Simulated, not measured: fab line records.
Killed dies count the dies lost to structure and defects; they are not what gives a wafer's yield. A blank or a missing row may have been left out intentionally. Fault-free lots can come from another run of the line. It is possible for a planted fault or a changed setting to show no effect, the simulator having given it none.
Which tool was responsible? ; flow sky130 ; 13 lots (39 wafers sampled), 1 step of a 708-step route

== WHAT THE GAUGES SHOWED, per wafer ==
SKY_VT_ADJUST_NCORE_OVL_MEAS_08. Usual: VT_ADJUST_NCORE_OVL gives -0.7 nm (standard deviation 1.6).
lot;measured;on;VT_ADJUST_NCORE_OVL (nm);flag
L201;day 9 00:55;overlay-02;1.9 2.8 2.7;
L202;day 9 02:58;overlay-02;-0.5 -2.5 -2.4;
L204;day 9 12:40;overlay-01;0.5 -0.2 -2.3;
L205;day 9 22:18;overlay-01;0.7 0.1 -2.1;
L210;day 11 08:58;overlay-01;-0.7 -1.3 -2.0;
L211;day 11 16:04;overlay-02;0.9 0.2 -2.0;
L213;day 12 06:03;overlay-01;-2.7 -0.2 -2.1;
L214;day 12 11:52;overlay-02;-0.7 -0.7 -0.6;
L215;day 12 16:21;overlay-02;-1.4 1.1 -0.5;
L218;day 13 14:22;overlay-02;-0.2 -0.4 -1.8;
L221;day 14 12:36;overlay-01;-4.2 -2.5 -3.1;
L222;day 15 00:43;overlay-01;0.7 -0.2 1.0;
L224;day 15 13:55;overlay-01;-1.9 0.1 0.2;

== EACH LOT AND THE TOOL THAT RAN IT (in order: tool; ch and the chambers of the sampled wafers; start) ==
The record holds no process step before these readings.

== AS READ BY THE TOOLS THEMSELVES (means over the sampled wafers that have a number; for cases with no such wafer, the mark the record gives instead) ==
The record holds no such reading with a usual standard deviation.

== THE ANSWER, worked out from the rows above alone ==
Rule: lot off if the mean of its wafers having a number is beyond 3 standard deviations from the usual mean. A lot without any number at a reading at which 4 lots or more have one is off too. Where the step has rows for the other lots, those lots are counted as sound. The gauges are gone through in route order, then the tools' own readings, and for those a lot's mean is taken as printed above. At the first step where some lot is off, the reading lying furthest off is the one used; lots without a number count as furthest.
None of the lots is off at any reading shown; this tells nothing.

== WHAT THE SIMULATOR HAD INSERTED ==
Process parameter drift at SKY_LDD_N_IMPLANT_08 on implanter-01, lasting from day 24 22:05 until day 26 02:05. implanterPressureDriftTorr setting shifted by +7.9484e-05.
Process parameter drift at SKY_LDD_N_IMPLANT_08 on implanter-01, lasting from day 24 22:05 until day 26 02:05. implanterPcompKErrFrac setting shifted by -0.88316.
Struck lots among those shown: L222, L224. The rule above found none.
